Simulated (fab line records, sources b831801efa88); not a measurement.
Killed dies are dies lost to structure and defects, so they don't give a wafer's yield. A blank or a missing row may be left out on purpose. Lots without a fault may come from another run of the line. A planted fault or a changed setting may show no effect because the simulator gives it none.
Split-lot experiment | flow sky130 | 5 lots, 23 wafers read, on a route of 708 steps

THE SPLIT
At SKY_LI_CONTACT_CVD_21 (deposits W, target thk 400 nm, time 120.56 s), the setting temp_c was moved away from the recipe's 400 C on 5 of the 23 wafers read, by -2.3% to +3.0%. The other wafers ran this setting at the recipe's value.

FROM THE SPLIT TO THE READING: what the file shows between them, 1 step
- SKY_LI_CONTACT_RS_MEAS_22: measures by four-point-probe

THE READING
LI_CONTACT_W_THK, in nm, at SKY_LI_CONTACT_THK_MEAS_23 (measures by xrf). Fault-free wafers of this fab line usually give 397 nm, standard deviation 6.1 nm.

wafer  | tool, chamber at the split | temp_c as run, C | against the recipe | LI_CONTACT_W_THK, nm | against lot-mates on the recipe
L074.1 | cvd_w-01, 0                | 390.7            | -2.3%              | 333                  | -62
L074.3 | cvd_w-01, 0                | 390.7            | -2.3%              | 336                  | -60
L074.4 | cvd_w-01, 1                | 400              | recipe             | 397                  | -
L074.5 | cvd_w-01, 1                | 390.7            | -2.3%              | 334                  | -62
L074.6 | cvd_w-01, 0                | 400              | recipe             | 394                  | -
L079.4 | cvd_w-01, 1                | 400              | recipe             | 387                  | -
L079.5 | cvd_w-01, 0                | 400              | recipe             | 393                  | -
L079.6 | cvd_w-01, 1                | 400              | recipe             | 397                  | -
L082.1 | cvd_w-02, 1                | 400              | recipe             | 390                  | -
L082.2 | cvd_w-02, 0                | 400              | recipe             | 394                  | -
L082.4 | cvd_w-02, 0                | 400              | recipe             | 390                  | -
L082.5 | cvd_w-02, 1                | 400              | recipe             | 388                  | -
L082.6 | cvd_w-02, 0                | 400              | recipe             | 385                  | -
L083.1 | cvd_w-02, 0                | 411.9            | +3.0%              | 492                  | +93
L083.2 | cvd_w-02, 0                | 400              | recipe             | 397                  | -
L083.3 | cvd_w-02, 0                | 400              | recipe             | 399                  | -
L083.4 | cvd_w-02, 0                | 400              | recipe             | 400                  | -
L083.5 | cvd_w-02, 0                | 411.9            | +3.0%              | 495                  | +96
L084.1 | cvd_w-01, 1                | 400              | recipe             | 397                  | -
L084.2 | cvd_w-01, 0                | 400              | recipe             | 402                  | -
L084.3 | cvd_w-01, 0                | 400              | recipe             | 403                  | -
L084.5 | cvd_w-01, 1                | 400              | recipe             | 398                  | -
L084.6 | cvd_w-01, 0                | 400              | recipe             | 403                  | -

THE FIT
A straight line over all 23 wafers: LI_CONTACT_W_THK changes by +29.8 nm for each +1% of temp_c; r = +0.99; the points scatter about the line by 6.3 nm.
The same after taking each lot's own level away (the mean of its wafers on the recipe; 23 wafers): +29.3 nm for each +1%; r = +0.99; scatter 4.1 nm.
On that fit, the largest move of temp_c shifts the reading by 87 nm.
The lots' own levels span 389.4 to 400.6 nm, that is 1.8 times the standard deviation above.
So the lot-to-lot level changes the slope little: the two slopes agree.
Check: with one of the wafers moved furthest among these (+3.0%) left out of the fit, the line predicts +86.5 nm for it against its lot-mates. It came out at +93.3 nm against them.

THE WHOLE CHAIN: every reading that the file lists as answering this split, in the file's order
step                       | what it does                                 | reading                                                                        | change (the file's fit)              | r (the file's)
SKY_LI_CONTACT_CVD_21      | deposits W, target thk 400 nm, time 120.56 s | W_of_LI_CONTACT_CVD_21.thk_nm (the simulator's own value, which no gauge read) | +29.4 nm for each +1% of the setting | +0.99
SKY_LI_CONTACT_RS_MEAS_22  | measures by four-point-probe                 | LI_CONTACT_W_RS                                                                | -0.0199 for each +1% of the setting  | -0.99
SKY_LI_CONTACT_THK_MEAS_23 | measures by xrf                              | LI_CONTACT_W_THK                                                               | +29.8 for each +1% of the setting    | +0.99

THE FILE'S OWN FIT
LI_CONTACT_W_THK changes by +29.8 nm for each +1% of temp_c, r = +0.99.
